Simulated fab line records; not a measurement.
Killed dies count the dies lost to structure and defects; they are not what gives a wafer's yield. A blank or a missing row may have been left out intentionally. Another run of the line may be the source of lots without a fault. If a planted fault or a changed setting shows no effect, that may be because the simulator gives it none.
Split-lot study    flow gf180mcu    route with 602 steps; 5 lots, 23 wafers read

== SPLIT DETAILS ==
At GF_HV_LDD_IMPLANT_48, the setting energyKev was moved away from the recipe's 25 on 8 of the 23 wafers read, by +3.2% to +4.6%. The other wafers ran this setting at the recipe's value.

The reading comes from the split's own step.

== THE READING ==
implant.drpNm (the simulator's own value, which no gauge read), in nm, at GF_HV_LDD_IMPLANT_48. There is no usual value for it anywhere in the file.

wafer   tool, chamber at the split  energyKev as run  against the recipe  implant.drpNm, nm  against lot-mates on the recipe
L076.1  implanter-04, 0             25                recipe              35.62              -
L076.4  implanter-04, 0             25                recipe              35.62              -
L076.5  implanter-04, 0             25                recipe              35.62              -
L077.1  implanter-01, 0             26.14             +4.6%               37.52              +1.90
L077.6  implanter-01, 0             26.14             +4.6%               37.52              +1.90
L077.2  implanter-01, 0             25                recipe              35.62              -
L077.3  implanter-01, 0             25                recipe              35.62              -
L077.5  implanter-01, 0             25                recipe              35.62              -
L081.1  implanter-01, 0             25                recipe              35.62              -
L081.2  implanter-01, 0             25                recipe              35.62              -
L081.4  implanter-01, 0             25                recipe              35.62              -
L081.5  implanter-01, 0             25                recipe              35.62              -
L081.6  implanter-01, 0             25                recipe              35.62              -
L082.1  implanter-04, 0             25                recipe              35.62              -
L082.3  implanter-04, 0             25                recipe              35.62              -
L082.2  implanter-04, 0             25.8              +3.2%               36.96              +1.34
L082.4  implanter-04, 0             25.8              +3.2%               36.96              +1.34
L082.5  implanter-04, 0             25.8              +3.2%               36.96              +1.34
L083.1  implanter-04, 0             25.79             +3.2%               36.94              +1.32
L083.2  implanter-04, 0             25.79             +3.2%               36.94              +1.32
L083.3  implanter-04, 0             25.79             +3.2%               36.94              +1.32
L083.4  implanter-04, 0             25                recipe              35.62              -
L083.6  implanter-04, 0             25                recipe              35.62              -

THE FIT
A straight line over all 23 wafers: implant.drpNm changes by +0.418 nm for each +1% of energyKev; r = +1.00; the points scatter about the line by 0.0019 nm.
The same after taking each lot's own level away (the mean of its wafers on the recipe; 23 wafers): +0.418 nm for each +1%; r = +1.00; scatter 0.0019 nm.
The reading moves by 1.9 nm for the largest change in energyKev, on that fit.
The lots' own levels span 35.620 to 35.620 nm.
So the lot-to-lot level changes the slope little: the two slopes agree.
Check: for one of the wafers moved furthest among these (+4.6%), held out of the fit, the line's prediction against its lot-mates is +1.91 nm. Against them it came out at +1.9 nm.

== OTHER SPLITS ON THESE WAFERS ==
Note: prior to the reading, these wafers also went through further splits. Each is held against what the fit with the lots' levels taken away leaves over:
other split on the same wafers     wafers away from the commonest value  r with implant.drpNm (lot level and that fit taken away)
GF_VT_IMPLANT_IMPLANT_41 doseCm2   9                                     +0.54
GF_POLY_GATE_CVD_00 timeS          15                                    -0.32
GF_HV_LDD_DEVELOP_06 developTimeS  8                                     -0.01
GF_HV_LDD_COAT_14 resistThkNm      4                                     +0.25
GF_HV_LDD_IMPLANT_21 tiltDeg       6                                     -0.33
GF_HV_LDD_COAT_41 spinRpm          11                                    -0.05

== THE WHOLE CHAIN: every reading that the file lists as answering this split, in the file's order ==
step                  what it does  reading                                                         change (the file's fit)                r (the file's)
GF_HV_LDD_IMPLANT_48                implant.rpNm (the simulator's own value, which no gauge read)   +0.797 nm for each +1% of the setting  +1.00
GF_HV_LDD_IMPLANT_48                implant.drpNm (the simulator's own value, which no gauge read)  +0.416 nm for each +1% of the setting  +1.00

== THE FILE'S OWN FIT ==
implant.drpNm changes by +0.416 nm for each +1% of energyKev, r = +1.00.
